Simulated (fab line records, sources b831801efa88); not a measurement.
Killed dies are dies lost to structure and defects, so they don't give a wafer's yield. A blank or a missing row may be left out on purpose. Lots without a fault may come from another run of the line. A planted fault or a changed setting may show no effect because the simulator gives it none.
Which tool did it? | flow sky130 | 6 lots, 18 wafers sampled, at 1 step of a route of 708

WHAT THE GAUGES READ, wafer by wafer
SKY_METAL4_CD_MEAS_13: target cd 300 nm.
lot  | measured     | on        | cd_nm (nm)
L124 | day 42 01:01 | cd_sem-01 | 299.1 299.1 301.0
L127 | day 42 23:07 | cd_sem-01 | 298.4 298.0 298.7
L134 | day 44 21:25 | cd_sem-02 | 299.0 298.8 298.6
L136 | day 45 11:17 | cd_sem-02 | 299.0 300.8 300.0
L140 | day 46 16:08 | cd_sem-01 | 300.1 299.0 297.8
L146 | day 47 13:46 | cd_sem-01 | 299.4 299.4 298.9

WHICH TOOL RAN EACH LOT (tool, then ch and the chambers of the sampled wafers, then the start)
The record holds no process step before these readings.

THE ANSWER, worked out from the rows above alone
Rule: what is usual is taken from the lots themselves. Put in order of their means at a reading, lots are off if they are a third of the lots or fewer, leave a main group of 4 or more, and stand apart from it by a gap of 3 or more times the standard deviation of the main group's means; of several such gaps the widest counts. A main group whose means are all the same, to the digits that the tables above print for the reading, isn't used. A lot without any number at a reading at which 4 lots or more have one is off too. The other lots that the step has rows for count as sound.
No lot is off at any reading shown: from this, nothing can be told.

WHAT THE SIMULATOR HAD PUT IN
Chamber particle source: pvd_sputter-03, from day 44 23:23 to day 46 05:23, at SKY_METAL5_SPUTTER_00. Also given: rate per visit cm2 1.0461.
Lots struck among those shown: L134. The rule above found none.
